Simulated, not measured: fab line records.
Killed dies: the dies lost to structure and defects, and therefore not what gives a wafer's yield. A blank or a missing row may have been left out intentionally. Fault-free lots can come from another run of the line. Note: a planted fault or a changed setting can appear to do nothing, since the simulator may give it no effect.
The tool behind it: which one? || flow gf180mcu || 14 lots with 42 wafers sampled at 5 steps, on a route of 602 steps

== WHAT THE GAUGES READ, wafer by wafer ==
GF_M2_CD_MEAS_14: target cd 280 nm. Usual: cdNm 279.4 nm, standard deviation 1.3.
{"lot": "L512", "measured": "day 19 07:04", "on": "cdSem-01", "cdNm (nm)": "277.8 276.5 279.1", "flag": ""}
{"lot": "L513", "measured": "day 19 19:46", "on": "cdSem-02", "cdNm (nm)": "277.6 277.0 278.0", "flag": ""}
{"lot": "L514", "measured": "day 20 03:05", "on": "cdSem-01", "cdNm (nm)": "278.9 279.4 279.2", "flag": ""}
{"lot": "L515", "measured": "day 20 13:19", "on": "cdSem-01", "cdNm (nm)": "278.5 279.3 279.3", "flag": ""}
{"lot": "L516", "measured": "day 21 06:53", "on": "cdSem-02", "cdNm (nm)": "278.2 278.1 278.1", "flag": ""}
{"lot": "L517", "measured": "day 21 16:34", "on": "cdSem-01", "cdNm (nm)": "280.1 279.7 279.7", "flag": ""}
{"lot": "L518", "measured": "day 22 00:07", "on": "cdSem-02", "cdNm (nm)": "280.6 278.7 280.7", "flag": ""}
{"lot": "L520", "measured": "day 22 13:15", "on": "cdSem-01", "cdNm (nm)": "278.8 278.7 278.0", "flag": ""}
{"lot": "L524", "measured": "day 24 01:25", "on": "cdSem-02", "cdNm (nm)": "277.9 276.8 278.3", "flag": ""}
{"lot": "L529", "measured": "day 26 01:19", "on": "cdSem-02", "cdNm (nm)": "279.6 279.4 280.5", "flag": ""}
{"lot": "L530", "measured": "day 26 03:25", "on": "cdSem-02", "cdNm (nm)": "280.8 279.2 279.6", "flag": ""}
{"lot": "L531", "measured": "day 26 04:41", "on": "cdSem-02", "cdNm (nm)": "280.7 282.9 282.3", "flag": ""}
{"lot": "L532", "measured": "day 26 14:28", "on": "cdSem-01", "cdNm (nm)": "280.0 280.6 280.0", "flag": ""}
{"lot": "L533", "measured": "day 26 23:02", "on": "cdSem-02", "cdNm (nm)": "280.1 281.1 279.8", "flag": ""}

GF_M3_THK_MEAS_06: measures by xrf. Usual: M3_ALCU_THK 448 nm, standard deviation 5.4.
{"lot": "L512", "measured": "day 20 11:02", "on": "filmMetro-01", "M3_ALCU_THK (nm)": "448 445 450", "flag": ""}
{"lot": "L513", "measured": "day 20 23:02", "on": "filmMetro-04", "M3_ALCU_THK (nm)": "447 451 444", "flag": ""}
{"lot": "L514", "measured": "day 21 06:49", "on": "filmMetro-01", "M3_ALCU_THK (nm)": "447 451 443", "flag": ""}
{"lot": "L515", "measured": "day 21 16:37", "on": "filmMetro-01", "M3_ALCU_THK (nm)": "456 454 454", "flag": ""}
{"lot": "L516", "measured": "day 22 10:30", "on": "filmMetro-02", "M3_ALCU_THK (nm)": "495 493 496", "flag": "OFF"}
{"lot": "L517", "measured": "day 22 19:54", "on": "filmMetro-02", "M3_ALCU_THK (nm)": "491 486 495", "flag": "OFF"}
{"lot": "L518", "measured": "day 23 03:31", "on": "filmMetro-02", "M3_ALCU_THK (nm)": "448 448 449", "flag": ""}
{"lot": "L520", "measured": "day 23 15:41", "on": "filmMetro-02", "M3_ALCU_THK (nm)": "453 447 451", "flag": ""}
{"lot": "L524", "measured": "day 25 05:31", "on": "filmMetro-01", "M3_ALCU_THK (nm)": "440 444 436", "flag": ""}
{"lot": "L529", "measured": "day 27 01:13", "on": "filmMetro-02", "M3_ALCU_THK (nm)": "450 451 446", "flag": ""}
{"lot": "L530", "measured": "day 27 03:07", "on": "filmMetro-04", "M3_ALCU_THK (nm)": "445 444 445", "flag": ""}
{"lot": "L531", "measured": "day 27 04:45", "on": "filmMetro-01", "M3_ALCU_THK (nm)": "455 452 457", "flag": ""}
{"lot": "L532", "measured": "day 27 14:04", "on": "filmMetro-04", "M3_ALCU_THK (nm)": "444 455 450", "flag": ""}
{"lot": "L533", "measured": "day 27 22:22", "on": "filmMetro-04", "M3_ALCU_THK (nm)": "454 450 452", "flag": ""}

== WHICH TOOL RAN EACH LOT (tool, then ch and the chambers of the sampled wafers, then the start) ==
{"lot": "L512", "GF_M2_SPUTTER_02": "pvdSputter-04, day 18 06:46", "GF_V2_SPUTTER_21": "pvdSputter-04, day 20 09:50", "GF_M3_SPUTTER_04": "pvdSputter-04, day 20 10:52"}
{"lot": "L513", "GF_M2_SPUTTER_02": "pvdSputter-04, day 18 19:18", "GF_V2_SPUTTER_21": "pvdSputter-02, day 20 22:01", "GF_M3_SPUTTER_04": "pvdSputter-01, day 20 22:53"}
{"lot": "L514", "GF_M2_SPUTTER_02": "pvdSputter-01, day 19 03:09", "GF_V2_SPUTTER_21": "pvdSputter-02, day 21 05:46", "GF_M3_SPUTTER_04": "pvdSputter-01, day 21 06:38"}
{"lot": "L515", "GF_M2_SPUTTER_02": "pvdSputter-01, day 19 13:27", "GF_V2_SPUTTER_21": "pvdSputter-03, day 21 15:34", "GF_M3_SPUTTER_04": "pvdSputter-04, day 21 16:27"}
{"lot": "L516", "GF_M2_SPUTTER_02": "pvdSputter-04, day 20 06:42", "GF_V2_SPUTTER_21": "pvdSputter-02, day 22 09:28", "GF_M3_SPUTTER_04": "pvdSputter-04, day 22 10:20"}
{"lot": "L517", "GF_M2_SPUTTER_02": "pvdSputter-01, day 20 16:27", "GF_V2_SPUTTER_21": "pvdSputter-04, day 22 18:52", "GF_M3_SPUTTER_04": "pvdSputter-01, day 22 19:44"}
{"lot": "L518", "GF_M2_SPUTTER_02": "pvdSputter-04, day 21 00:08", "GF_V2_SPUTTER_21": "pvdSputter-02, day 23 02:28", "GF_M3_SPUTTER_04": "pvdSputter-04, day 23 03:20"}
{"lot": "L520", "GF_M2_SPUTTER_02": "pvdSputter-01, day 21 13:52", "GF_V2_SPUTTER_21": "pvdSputter-02, day 23 14:38", "GF_M3_SPUTTER_04": "pvdSputter-01, day 23 15:30"}
{"lot": "L524", "GF_M2_SPUTTER_02": "pvdSputter-01, day 23 02:16", "GF_V2_SPUTTER_21": "pvdSputter-04, day 25 02:09", "GF_M3_SPUTTER_04": "pvdSputter-02, day 25 05:22"}
{"lot": "L529", "GF_M2_SPUTTER_02": "pvdSputter-01, day 25 04:25", "GF_V2_SPUTTER_21": "pvdSputter-03, day 27 00:08", "GF_M3_SPUTTER_04": "pvdSputter-01, day 27 01:02"}
{"lot": "L530", "GF_M2_SPUTTER_02": "pvdSputter-01, day 25 06:31", "GF_V2_SPUTTER_21": "pvdSputter-03, day 27 02:05", "GF_M3_SPUTTER_04": "pvdSputter-02, day 27 02:58"}
{"lot": "L531", "GF_M2_SPUTTER_02": "pvdSputter-04, day 25 07:25", "GF_V2_SPUTTER_21": "pvdSputter-04, day 27 03:41", "GF_M3_SPUTTER_04": "pvdSputter-01, day 27 04:35"}
{"lot": "L532", "GF_M2_SPUTTER_02": "pvdSputter-04, day 25 17:28", "GF_V2_SPUTTER_21": "pvdSputter-03, day 27 13:01", "GF_M3_SPUTTER_04": "pvdSputter-01, day 27 13:53"}
{"lot": "L533", "GF_M2_SPUTTER_02": "pvdSputter-01, day 26 03:04", "GF_V2_SPUTTER_21": "pvdSputter-02, day 27 21:19", "GF_M3_SPUTTER_04": "pvdSputter-01, day 27 22:11"}
- GF_M2_SPUTTER_02: material AlCu, target thk 450 nm, time 23.9 s.
- GF_V2_SPUTTER_21: material Ti, target thk 15 nm, time 80.02 s.
- GF_M3_SPUTTER_04: material TiN, target thk 50 nm, time 41.7 s.

== AS READ BY THE TOOLS THEMSELVES (means over the sampled wafers that have a number; for cases with no such wafer, the mark the record gives instead) ==
GF_M2_SPUTTER_02. Usual: cathodeDcPowerW 10600 W, standard deviation 1.8; chamberPressurePa 0.4001 Pa, standard deviation 0.00073; throttleValvePct 30.1 %, standard deviation 0.8.
{"lot": "L512", "tool": "pvdSputter-04", "cathodeDcPowerW (W)": 10599, "chamberPressurePa (Pa)": 0.4001, "throttleValvePct (%)": 29.8, "flag": ""}
{"lot": "L513", "tool": "pvdSputter-04", "cathodeDcPowerW (W)": 10601, "chamberPressurePa (Pa)": 0.4006, "throttleValvePct (%)": 31.2, "flag": ""}
{"lot": "L514", "tool": "pvdSputter-01", "cathodeDcPowerW (W)": 10599, "chamberPressurePa (Pa)": 0.4000, "throttleValvePct (%)": 29.6, "flag": ""}
{"lot": "L515", "tool": "pvdSputter-01", "cathodeDcPowerW (W)": 10600, "chamberPressurePa (Pa)": 0.3998, "throttleValvePct (%)": 29.5, "flag": ""}
{"lot": "L516", "tool": "pvdSputter-04", "cathodeDcPowerW (W)": 10601, "chamberPressurePa (Pa)": 0.4001, "throttleValvePct (%)": 31.1, "flag": ""}
{"lot": "L517", "tool": "pvdSputter-01", "cathodeDcPowerW (W)": 10600, "chamberPressurePa (Pa)": 0.3999, "throttleValvePct (%)": 29.9, "flag": ""}
{"lot": "L518", "tool": "pvdSputter-04", "cathodeDcPowerW (W)": 10599, "chamberPressurePa (Pa)": 0.4002, "throttleValvePct (%)": 30.8, "flag": ""}
{"lot": "L520", "tool": "pvdSputter-01", "cathodeDcPowerW (W)": 10600, "chamberPressurePa (Pa)": 0.3996, "throttleValvePct (%)": 30.1, "flag": ""}
{"lot": "L524", "tool": "pvdSputter-01", "cathodeDcPowerW (W)": 10600, "chamberPressurePa (Pa)": 0.3995, "throttleValvePct (%)": 30.2, "flag": ""}
{"lot": "L529", "tool": "pvdSputter-01", "cathodeDcPowerW (W)": 10603, "chamberPressurePa (Pa)": 0.4006, "throttleValvePct (%)": 29.9, "flag": ""}
{"lot": "L530", "tool": "pvdSputter-01", "cathodeDcPowerW (W)": 10600, "chamberPressurePa (Pa)": 0.4004, "throttleValvePct (%)": 29.9, "flag": ""}
{"lot": "L531", "tool": "pvdSputter-04", "cathodeDcPowerW (W)": 10598, "chamberPressurePa (Pa)": 0.4006, "throttleValvePct (%)": 30.9, "flag": ""}
{"lot": "L532", "tool": "pvdSputter-04", "cathodeDcPowerW (W)": 10600, "chamberPressurePa (Pa)": 0.4001, "throttleValvePct (%)": 30.8, "flag": ""}
{"lot": "L533", "tool": "pvdSputter-01", "cathodeDcPowerW (W)": 10599, "chamberPressurePa (Pa)": 0.3996, "throttleValvePct (%)": 30.1, "flag": ""}

GF_V2_SPUTTER_21. Usual: cathodeDcPowerW 2499.9 W, standard deviation 0.47; chamberPressurePa 5.001 Pa, standard deviation 0.011; throttleValvePct 29.9 %, standard deviation 1.
{"lot": "L512", "tool": "pvdSputter-04", "cathodeDcPowerW (W)": 2499.5, "chamberPressurePa (Pa)": 5.000, "throttleValvePct (%)": 31.4, "flag": ""}
{"lot": "L513", "tool": "pvdSputter-02", "cathodeDcPowerW (W)": 2500.2, "chamberPressurePa (Pa)": 5.001, "throttleValvePct (%)": 29.9, "flag": ""}
{"lot": "L514", "tool": "pvdSputter-02", "cathodeDcPowerW (W)": 2500.1, "chamberPressurePa (Pa)": 5.008, "throttleValvePct (%)": 29.7, "flag": ""}
{"lot": "L515", "tool": "pvdSputter-03", "cathodeDcPowerW (W)": 2499.8, "chamberPressurePa (Pa)": 5.008, "throttleValvePct (%)": 28.7, "flag": ""}
{"lot": "L516", "tool": "pvdSputter-02", "cathodeDcPowerW (W)": 2500.4, "chamberPressurePa (Pa)": 4.998, "throttleValvePct (%)": 29.3, "flag": ""}
{"lot": "L517", "tool": "pvdSputter-04", "cathodeDcPowerW (W)": 2499.7, "chamberPressurePa (Pa)": 5.006, "throttleValvePct (%)": 31.2, "flag": ""}
{"lot": "L518", "tool": "pvdSputter-02", "cathodeDcPowerW (W)": 2499.9, "chamberPressurePa (Pa)": 5.005, "throttleValvePct (%)": 30.1, "flag": ""}
{"lot": "L520", "tool": "pvdSputter-02", "cathodeDcPowerW (W)": 2499.8, "chamberPressurePa (Pa)": 4.991, "throttleValvePct (%)": 29.4, "flag": ""}
{"lot": "L524", "tool": "pvdSputter-04", "cathodeDcPowerW (W)": 2499.7, "chamberPressurePa (Pa)": 5.001, "throttleValvePct (%)": 31.5, "flag": ""}
{"lot": "L529", "tool": "pvdSputter-03", "cathodeDcPowerW (W)": 2500.1, "chamberPressurePa (Pa)": 5.000, "throttleValvePct (%)": 28.7, "flag": ""}
{"lot": "L530", "tool": "pvdSputter-03", "cathodeDcPowerW (W)": 2500.2, "chamberPressurePa (Pa)": 5.006, "throttleValvePct (%)": 29.4, "flag": ""}
{"lot": "L531", "tool": "pvdSputter-04", "cathodeDcPowerW (W)": 2500.0, "chamberPressurePa (Pa)": 5.000, "throttleValvePct (%)": 31.1, "flag": ""}
{"lot": "L532", "tool": "pvdSputter-03", "cathodeDcPowerW (W)": 2500.4, "chamberPressurePa (Pa)": 4.999, "throttleValvePct (%)": 29.7, "flag": ""}
{"lot": "L533", "tool": "pvdSputter-02", "cathodeDcPowerW (W)": 2500.0, "chamberPressurePa (Pa)": 5.000, "throttleValvePct (%)": 29.8, "flag": ""}

GF_M3_SPUTTER_04. Usual: cathodeDcPowerW 6499.9 W, standard deviation 1.2; chamberPressurePa 0.3999 Pa, standard deviation 0.0007; throttleValvePct 30.1 %, standard deviation 0.73.
{"lot": "L512", "tool": "pvdSputter-04", "cathodeDcPowerW (W)": 6501.4, "chamberPressurePa (Pa)": 0.3997, "throttleValvePct (%)": 30.7, "flag": ""}
{"lot": "L513", "tool": "pvdSputter-01", "cathodeDcPowerW (W)": 6499.2, "chamberPressurePa (Pa)": 0.3999, "throttleValvePct (%)": 30.0, "flag": ""}
{"lot": "L514", "tool": "pvdSputter-01", "cathodeDcPowerW (W)": 6499.3, "chamberPressurePa (Pa)": 0.3994, "throttleValvePct (%)": 29.8, "flag": ""}
{"lot": "L515", "tool": "pvdSputter-04", "cathodeDcPowerW (W)": 6500.3, "chamberPressurePa (Pa)": 0.4002, "throttleValvePct (%)": 30.3, "flag": ""}
{"lot": "L516", "tool": "pvdSputter-04", "cathodeDcPowerW (W)": "-", "chamberPressurePa (Pa)": "-", "throttleValvePct (%)": "-", "flag": "OFF"}
{"lot": "L517", "tool": "pvdSputter-01", "cathodeDcPowerW (W)": "-", "chamberPressurePa (Pa)": "-", "throttleValvePct (%)": "-", "flag": "OFF"}
{"lot": "L518", "tool": "pvdSputter-04", "cathodeDcPowerW (W)": 6500.3, "chamberPressurePa (Pa)": 0.3997, "throttleValvePct (%)": 30.6, "flag": ""}
{"lot": "L520", "tool": "pvdSputter-01", "cathodeDcPowerW (W)": 6499.9, "chamberPressurePa (Pa)": 0.3995, "throttleValvePct (%)": 29.8, "flag": ""}
{"lot": "L524", "tool": "pvdSputter-02", "cathodeDcPowerW (W)": 6499.8, "chamberPressurePa (Pa)": 0.3999, "throttleValvePct (%)": 29.9, "flag": ""}
{"lot": "L529", "tool": "pvdSputter-01", "cathodeDcPowerW (W)": 6499.8, "chamberPressurePa (Pa)": 0.4005, "throttleValvePct (%)": 29.6, "flag": ""}
{"lot": "L530", "tool": "pvdSputter-02", "cathodeDcPowerW (W)": 6500.7, "chamberPressurePa (Pa)": 0.4004, "throttleValvePct (%)": 29.8, "flag": ""}
{"lot": "L531", "tool": "pvdSputter-01", "cathodeDcPowerW (W)": 6499.1, "chamberPressurePa (Pa)": 0.3997, "throttleValvePct (%)": 29.8, "flag": ""}
{"lot": "L532", "tool": "pvdSputter-01", "cathodeDcPowerW (W)": 6499.4, "chamberPressurePa (Pa)": 0.3991, "throttleValvePct (%)": 30.1, "flag": ""}
{"lot": "L533", "tool": "pvdSputter-01", "cathodeDcPowerW (W)": 6499.8, "chamberPressurePa (Pa)": 0.3991, "throttleValvePct (%)": 30.3, "flag": ""}

== THE ANSWER, worked out from the rows above alone ==
Rule: take the mean of a lot's wafers that have a number; if it is more than 3 standard deviations from the usual mean, the lot is off. Also off: a lot with no number at a reading for which 4 or more lots have one. The other lots that the step has rows for count as sound. Order of review: gauges by route order, followed by the tools' own readings, for which a lot's mean as printed above is used. The first step at which some lot is off is used, and at that step the reading that is off furthest; a lot without a number counts as furthest.
Off: L516, L517, seen at GF_M3_THK_MEAS_06 (M3_ALCU_THK).
If a tool, at a process step before that reading, ran all the lots that are off and no sound lot after the first of them, it fits. Not tried: the gauges at GF_M3_THK_MEAS_06; whatever is off there is also off at GF_M3_SPUTTER_04, on other tools, and gauge error can't account for it. Of those tried, none fits.

== WHAT THE SIMULATOR HAD INSERTED ==
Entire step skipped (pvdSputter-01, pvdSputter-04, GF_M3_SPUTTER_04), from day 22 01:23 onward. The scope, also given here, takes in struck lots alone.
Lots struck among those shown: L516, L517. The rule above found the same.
